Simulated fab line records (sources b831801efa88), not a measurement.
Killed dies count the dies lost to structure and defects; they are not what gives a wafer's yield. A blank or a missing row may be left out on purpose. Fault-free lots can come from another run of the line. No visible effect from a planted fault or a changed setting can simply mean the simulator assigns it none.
Which tool did it? || flow sky130 || Sampling: 14 lots, 42 wafers, 3 of 708 route steps

WHAT THE GAUGES READ, wafer by wafer
SKY_VIA1_THK_MEAS_01. Usual: VIA1_HDPCVD_THK 1033 nm, standard deviation 11.
{"lot": "L964", "measured": "day 32 10:04", "on": "filmMetro-01", "VIA1_HDPCVD_THK (nm)": "1013 1028 1011", "flag": ""}
{"lot": "L965", "measured": "day 33 04:45", "on": "filmMetro-04", "VIA1_HDPCVD_THK (nm)": "1037 1042 1044", "flag": ""}
{"lot": "L966", "measured": "day 33 16:17", "on": "filmMetro-01", "VIA1_HDPCVD_THK (nm)": "1033 1041 1034", "flag": ""}
{"lot": "L970", "measured": "day 34 17:48", "on": "filmMetro-04", "VIA1_HDPCVD_THK (nm)": "1023 1030 1027", "flag": ""}
{"lot": "L971", "measured": "day 35 02:46", "on": "filmMetro-04", "VIA1_HDPCVD_THK (nm)": "1035 1031 1050", "flag": ""}
{"lot": "L972", "measured": "day 35 08:37", "on": "filmMetro-01", "VIA1_HDPCVD_THK (nm)": "1043 1033 1045", "flag": ""}
{"lot": "L978", "measured": "day 37 11:02", "on": "filmMetro-03", "VIA1_HDPCVD_THK (nm)": "1047 1042 1038", "flag": ""}
{"lot": "L980", "measured": "day 38 02:22", "on": "filmMetro-03", "VIA1_HDPCVD_THK (nm)": "1033 1029 1032", "flag": ""}
{"lot": "L981", "measured": "day 38 11:08", "on": "filmMetro-03", "VIA1_HDPCVD_THK (nm)": "1020 1037 1039", "flag": ""}
{"lot": "L982", "measured": "day 38 19:25", "on": "filmMetro-04", "VIA1_HDPCVD_THK (nm)": "1039 1036 1050", "flag": ""}
{"lot": "L983", "measured": "day 38 21:29", "on": "filmMetro-04", "VIA1_HDPCVD_THK (nm)": "1032 1040 1045", "flag": ""}
{"lot": "L984", "measured": "day 39 06:13", "on": "filmMetro-01", "VIA1_HDPCVD_THK (nm)": "1021 1032 1028", "flag": ""}
{"lot": "L986", "measured": "day 39 15:32", "on": "filmMetro-04", "VIA1_HDPCVD_THK (nm)": "1026 1042 1034", "flag": ""}
{"lot": "L987", "measured": "day 40 12:50", "on": "filmMetro-04", "VIA1_HDPCVD_THK (nm)": "1053 1042 1063", "flag": ""}

TOOL THAT RAN EACH LOT (tool first, then ch and the chambers of the sampled wafers, then the start)
{"lot": "L964", "SKY_METAL1_DESCUM_17": "rieMetal-01 ch 0,1, day 32 09:05", "SKY_METAL1_ETCH_18": "rieMetal-01 ch 0,1, day 32 09:07"}
{"lot": "L965", "SKY_METAL1_DESCUM_17": "rieMetal-02 ch 0,1, day 33 03:50", "SKY_METAL1_ETCH_18": "rieMetal-02 ch 0,1, day 33 03:53"}
{"lot": "L966", "SKY_METAL1_DESCUM_17": "rieMetal-03 ch 0,1, day 33 15:23", "SKY_METAL1_ETCH_18": "rieMetal-03 ch 0,1, day 33 15:25"}
{"lot": "L970", "SKY_METAL1_DESCUM_17": "rieMetal-03 ch 0,1, day 34 16:50", "SKY_METAL1_ETCH_18": "rieMetal-03 ch 0,1, day 34 16:52"}
{"lot": "L971", "SKY_METAL1_DESCUM_17": "rieMetal-03 ch 0,1, day 35 01:50", "SKY_METAL1_ETCH_18": "rieMetal-03 ch 0,1, day 35 01:53"}
{"lot": "L972", "SKY_METAL1_DESCUM_17": "rieMetal-01 ch 0,1, day 35 07:41", "SKY_METAL1_ETCH_18": "rieMetal-01 ch 0,1, day 35 07:43"}
{"lot": "L978", "SKY_METAL1_DESCUM_17": "rieMetal-03 ch 0, day 37 10:08", "SKY_METAL1_ETCH_18": "rieMetal-03 ch 0, day 37 10:11"}
{"lot": "L980", "SKY_METAL1_DESCUM_17": "rieMetal-02 ch 0, day 38 01:14", "SKY_METAL1_ETCH_18": "rieMetal-02 ch 0, day 38 01:17"}
{"lot": "L981", "SKY_METAL1_DESCUM_17": "rieMetal-03 ch 0,1, day 38 10:14", "SKY_METAL1_ETCH_18": "rieMetal-03 ch 0,1, day 38 10:17"}
{"lot": "L982", "SKY_METAL1_DESCUM_17": "rieMetal-01 ch 0,1, day 38 18:32", "SKY_METAL1_ETCH_18": "rieMetal-01 ch 0,1, day 38 18:34"}
{"lot": "L983", "SKY_METAL1_DESCUM_17": "rieMetal-03 ch 0,1, day 38 20:35", "SKY_METAL1_ETCH_18": "rieMetal-03 ch 0,1, day 38 20:37"}
{"lot": "L984", "SKY_METAL1_DESCUM_17": "rieMetal-03 ch 0,1, day 39 05:17", "SKY_METAL1_ETCH_18": "rieMetal-03 ch 0,1, day 39 05:19"}
{"lot": "L986", "SKY_METAL1_DESCUM_17": "rieMetal-02 ch 0,1, day 39 14:38", "SKY_METAL1_ETCH_18": "rieMetal-02 ch 0,1, day 39 14:40"}
{"lot": "L987", "SKY_METAL1_DESCUM_17": "rieMetal-01 ch 0,1, day 40 11:56", "SKY_METAL1_ETCH_18": "rieMetal-01 ch 0,1, day 40 11:59"}
- SKY_METAL1_DESCUM_17: chemistry O2, time 8 s.
- SKY_METAL1_ETCH_18: etches BARC in N2/H2, stops on SiO2, time 45.9 s, target depth 60 nm.

AS READ BY THE TOOLS THEMSELVES (means over the sampled wafers that have a number; for cases with no such wafer, the mark the record gives instead)
SKY_METAL1_DESCUM_17. Usual: drypumpMotorCurrentA 5.9 A, standard deviation 0.43; oesProductAu 1.001 a.u., standard deviation 0.0073.
{"lot": "L964", "tool": "rieMetal-01", "drypumpMotorCurrentA (A)": 6.2, "oesProductAu (a.u.)": 1.009, "flag": ""}
{"lot": "L965", "tool": "rieMetal-02", "drypumpMotorCurrentA (A)": 6.2, "oesProductAu (a.u.)": 1.001, "flag": ""}
{"lot": "L966", "tool": "rieMetal-03", "drypumpMotorCurrentA (A)": 5.3, "oesProductAu (a.u.)": 0.997, "flag": ""}
{"lot": "L970", "tool": "rieMetal-03", "drypumpMotorCurrentA (A)": 5.3, "oesProductAu (a.u.)": 0.989, "flag": ""}
{"lot": "L971", "tool": "rieMetal-03", "drypumpMotorCurrentA (A)": 5.3, "oesProductAu (a.u.)": 0.998, "flag": ""}
{"lot": "L972", "tool": "rieMetal-01", "drypumpMotorCurrentA (A)": 6.0, "oesProductAu (a.u.)": 1.003, "flag": ""}
{"lot": "L978", "tool": "rieMetal-03", "drypumpMotorCurrentA (A)": 5.0, "oesProductAu (a.u.)": 0.990, "flag": ""}
{"lot": "L980", "tool": "rieMetal-02", "drypumpMotorCurrentA (A)": 6.2, "oesProductAu (a.u.)": 1.008, "flag": ""}
{"lot": "L981", "tool": "rieMetal-03", "drypumpMotorCurrentA (A)": 5.6, "oesProductAu (a.u.)": 1.000, "flag": ""}
{"lot": "L982", "tool": "rieMetal-01", "drypumpMotorCurrentA (A)": 6.0, "oesProductAu (a.u.)": 1.001, "flag": ""}
{"lot": "L983", "tool": "rieMetal-03", "drypumpMotorCurrentA (A)": 5.6, "oesProductAu (a.u.)": 0.999, "flag": ""}
{"lot": "L984", "tool": "rieMetal-03", "drypumpMotorCurrentA (A)": 5.3, "oesProductAu (a.u.)": 1.000, "flag": ""}
{"lot": "L986", "tool": "rieMetal-02", "drypumpMotorCurrentA (A)": 6.2, "oesProductAu (a.u.)": 1.011, "flag": ""}
{"lot": "L987", "tool": "rieMetal-01", "drypumpMotorCurrentA (A)": 6.1, "oesProductAu (a.u.)": 0.995, "flag": ""}

SKY_METAL1_ETCH_18. Usual: drypumpMotorCurrentA 5.9 A, standard deviation 0.43; oesProductAu 0.854 a.u., standard deviation 0.005; throttleValvePct 13.226 %, standard deviation 0.0088.
{"lot": "L964", "tool": "rieMetal-01", "drypumpMotorCurrentA (A)": 6.2, "oesProductAu (a.u.)": 0.855, "throttleValvePct (%)": 13.230, "flag": ""}
{"lot": "L965", "tool": "rieMetal-02", "drypumpMotorCurrentA (A)": 6.2, "oesProductAu (a.u.)": 0.854, "throttleValvePct (%)": 13.221, "flag": ""}
{"lot": "L966", "tool": "rieMetal-03", "drypumpMotorCurrentA (A)": 5.3, "oesProductAu (a.u.)": 0.856, "throttleValvePct (%)": 13.224, "flag": ""}
{"lot": "L970", "tool": "rieMetal-03", "drypumpMotorCurrentA (A)": 5.3, "oesProductAu (a.u.)": 0.854, "throttleValvePct (%)": 13.221, "flag": ""}
{"lot": "L971", "tool": "rieMetal-03", "drypumpMotorCurrentA (A)": 5.3, "oesProductAu (a.u.)": 0.854, "throttleValvePct (%)": 13.230, "flag": ""}
{"lot": "L972", "tool": "rieMetal-01", "drypumpMotorCurrentA (A)": 6.0, "oesProductAu (a.u.)": 0.860, "throttleValvePct (%)": 13.226, "flag": ""}
{"lot": "L978", "tool": "rieMetal-03", "drypumpMotorCurrentA (A)": 5.0, "oesProductAu (a.u.)": 0.857, "throttleValvePct (%)": 13.227, "flag": ""}
{"lot": "L980", "tool": "rieMetal-02", "drypumpMotorCurrentA (A)": 6.2, "oesProductAu (a.u.)": 0.856, "throttleValvePct (%)": 13.221, "flag": ""}
{"lot": "L981", "tool": "rieMetal-03", "drypumpMotorCurrentA (A)": 5.6, "oesProductAu (a.u.)": 0.855, "throttleValvePct (%)": 13.226, "flag": ""}
{"lot": "L982", "tool": "rieMetal-01", "drypumpMotorCurrentA (A)": 6.0, "oesProductAu (a.u.)": 0.855, "throttleValvePct (%)": 13.231, "flag": ""}
{"lot": "L983", "tool": "rieMetal-03", "drypumpMotorCurrentA (A)": 5.6, "oesProductAu (a.u.)": 0.852, "throttleValvePct (%)": 13.235, "flag": ""}
{"lot": "L984", "tool": "rieMetal-03", "drypumpMotorCurrentA (A)": 5.3, "oesProductAu (a.u.)": 0.856, "throttleValvePct (%)": 13.220, "flag": ""}
{"lot": "L986", "tool": "rieMetal-02", "drypumpMotorCurrentA (A)": 6.2, "oesProductAu (a.u.)": 0.848, "throttleValvePct (%)": 13.226, "flag": ""}
{"lot": "L987", "tool": "rieMetal-01", "drypumpMotorCurrentA (A)": 6.2, "oesProductAu (a.u.)": 0.853, "throttleValvePct (%)": 13.224, "flag": ""}

THE ANSWER, worked out from the rows above alone
Rule: a lot is off if the mean of its wafers that have a number lies more than 3 standard deviations from the usual mean. Also off: a lot with no number at a reading for which 4 or more lots have one. Where the step has rows for the other lots, those lots are counted as sound. Order of review: gauges by route order, followed by the tools' own readings, for which a lot's mean as printed above is used. At the first step where some lot is off, the reading lying furthest off is the one used; lots without a number count as furthest.
Nothing can be told from this: no lot is off at any reading shown.

WHAT WAS PUT IN BY THE SIMULATOR
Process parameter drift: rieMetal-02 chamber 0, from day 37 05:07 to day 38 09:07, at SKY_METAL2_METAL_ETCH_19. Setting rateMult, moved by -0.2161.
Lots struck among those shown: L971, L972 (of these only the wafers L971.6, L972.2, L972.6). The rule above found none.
